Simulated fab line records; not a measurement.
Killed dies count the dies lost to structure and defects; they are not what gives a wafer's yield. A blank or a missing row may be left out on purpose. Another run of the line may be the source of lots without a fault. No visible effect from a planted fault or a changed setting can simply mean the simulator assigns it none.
Struck lot and sound lot, side by side | flow sky130 | 14 out of 708 route steps
Sound: the wafers L565.1, L565.3, L565.5. Struck: wafers L561.2, L561.5, L561.6. At the end, the cause is stated.
Each step with rows lists, per side, the tool, then ch with its chambers, then its first start. Under that, the readings that differ: sound wafers | struck wafers | difference of the means | sigmas: that difference in standard deviations of wafers without a fault.
alike: readings whose means differ by less than 2 such deviations, and words and numbers that are the same on both sides. not compared: withheld readings, readings that some wafer has no value for, bounds like >300 that may hide the same value, and numbers for which the record gives no deviation and whose values overlap.
Wherever a step has rows on one side only, a row that says differs or no value, or a row with sigmas, the two part there. Numbers that have no deviation but don't overlap get no sigmas and don't part them. Lack of a reading on every wafer of one side parts them only where that side has two or more wafers.

SKY_CONTACT_CVD_00: deposits Si3N4, target thk 75 nm.
  sound on pecvd-04 ch 0,2, day 36 08:44; struck on pecvd-01 ch 1,2, day 35 10:19
  alike: heaterPowerW
SKY_CONTACT_THK_MEAS_01:
  struck on filmMetro-03, day 35 10:22; sound on filmMetro-03, day 36 08:47
  alike: CONTACT_CVD_00_THK
then, 1 step without rows for these wafers: SKY_CONTACT_HDPCVD_02 (deposits SiO2, target thk 565 nm, time 94.2 s).
SKY_CONTACT_THK_MEAS_03:
  struck on filmMetro-01, day 35 10:29; sound on filmMetro-01, day 36 08:55
  alike: CONTACT_HDPCVD_THK
SKY_CONTACT_CMP_04: polishes SiO2.
  sound on cmp-01 ch 0,2, day 36 09:01; struck on cmp-02 ch 1,2,3, day 35 10:38
  alike: motorCurrentA, slurryFilterDpKPa, slurryFlowMlMin, timeToEndpointS
SKY_CONTACT_BOW_MEAS_05:
  struck on filmMetro-03, day 35 10:52; sound on filmMetro-01, day 36 09:16
  alike: CONTACT_BOW
then, 6 steps without rows for these wafers: SKY_CONTACT_DEHYDRATE_06 (time 60 s); SKY_CONTACT_HMDS_07 (prime time 60 s); SKY_CONTACT_COAT_08 (resist thk 60 nm); SKY_CONTACT_COAT_09 (resist thk 450 nm); SKY_CONTACT_SOFTBAKE_10 (time 90 s); SKY_CONTACT_EXPOSE_11 (exposes mask CTM1, target cd 170 nm).
SKY_CONTACT_PEB_12:
  sound on lithoTrack-01 ch 0, day 37 10:00; struck on lithoTrack-04, day 36 12:00
reading        | sound          | struck | difference                    | sigmas
exhaustPa (Pa) | 45.7 45.3 44.7 | - - -  | no value on the struck wafers | 
  not compared: chillPlateTempC
then, 1 step without rows for these wafers: SKY_CONTACT_DEVELOP_13 (develop time 60 s).

== WHERE THEY PART ==
Within this record, at SKY_CONTACT_PEB_12 only.

WHY: whatever the simulator had introduced
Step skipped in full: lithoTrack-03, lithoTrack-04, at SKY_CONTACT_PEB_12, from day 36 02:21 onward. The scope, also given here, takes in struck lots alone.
